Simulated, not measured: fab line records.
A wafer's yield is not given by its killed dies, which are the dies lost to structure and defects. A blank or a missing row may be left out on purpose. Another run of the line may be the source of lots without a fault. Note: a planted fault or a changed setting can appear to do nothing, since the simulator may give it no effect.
Problem report in the 8D (eight disciplines) form, filled by code    flow gf180mcu    the parts of the form that need people (team, actions taken, sign-off) are left out

## 1. PROBLEM STATEMENT
Wafers without a fault read 40.000, standard deviation 0.013; beamEnergyKeV at GF_PSD_IMPLANT_09 reads a mean of 40.584 on 6 wafers belonging to 2 lots. Measured from the usual mean, that is +45 standard deviations.
Earliest sighting: wafer L578.2 on implanter-03 at day 18 04:07. The record has a number at this step for 18 wafers belonging to 6 lots. Rule for "out", or "out of limits": more than 4 standard deviations from the usual mean. The other wafers with a number count as sound.

## 2. WHAT IT IS AND WHAT IT IS NOT
question                     is                      is not
which readings at this step  beamEnergyKeV           -
which lots                   L578, L579              L573, L574, L586, L591
which wafers of those lots   all that have a number  -
read on which tools          implanter-03            implanter-01, implanter-02
when                         from day 18 04:07       up to then (6 sound wafers); but 6 sound wafers of L586, L591 came after

## 3. SUSPECTS, AND WHAT RULES EACH OUT
Counting: a tool at a process step up to the reading stays a suspect if it ran every lot that is out and no sound lot after the first of them.
- implanter-03 at GF_PSD_IMPLANT_09: kept. It ran every lot that is out, first L578 (day 18 04:07), and no sound lot after that; its last sound lot up to then is L574 (day 16 07:34). On those wafers its own readings are out: beamEnergyKeV.
Remaining after the count: implanter-03 at GF_PSD_IMPLANT_09.

## 4. THE CAUSE (what the simulator had put in)
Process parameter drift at GF_PSD_IMPLANT_09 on implanter-03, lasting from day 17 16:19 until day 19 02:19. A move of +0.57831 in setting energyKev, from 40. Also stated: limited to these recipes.
Counting left only this tool.

## 5. THE CHAIN OF EFFECTS, in route order
One row per reading whose mean, taken over the struck wafers that have a number, lies over 3 standard deviations from the usual. Scope: only readings with a usual standard deviation given in the record; hours: median across lots of the time from each lot's start at the first step in this table that gives one to its start at this step; sigmas: change in usual standard deviations.
hours  step               reading        usual   on struck wafers  change  sigmas
0      GF_PSD_IMPLANT_09  beamEnergyKeV  40.000  40.584            +0.584  +45
The process steps in it:
- GF_PSD_IMPLANT_09

## 6. WHAT WOULD HAVE CAUGHT IT SOONER
The fault began at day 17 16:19; the first out-of-limits reading in this record came at day 18 04:07, 12 hours later.
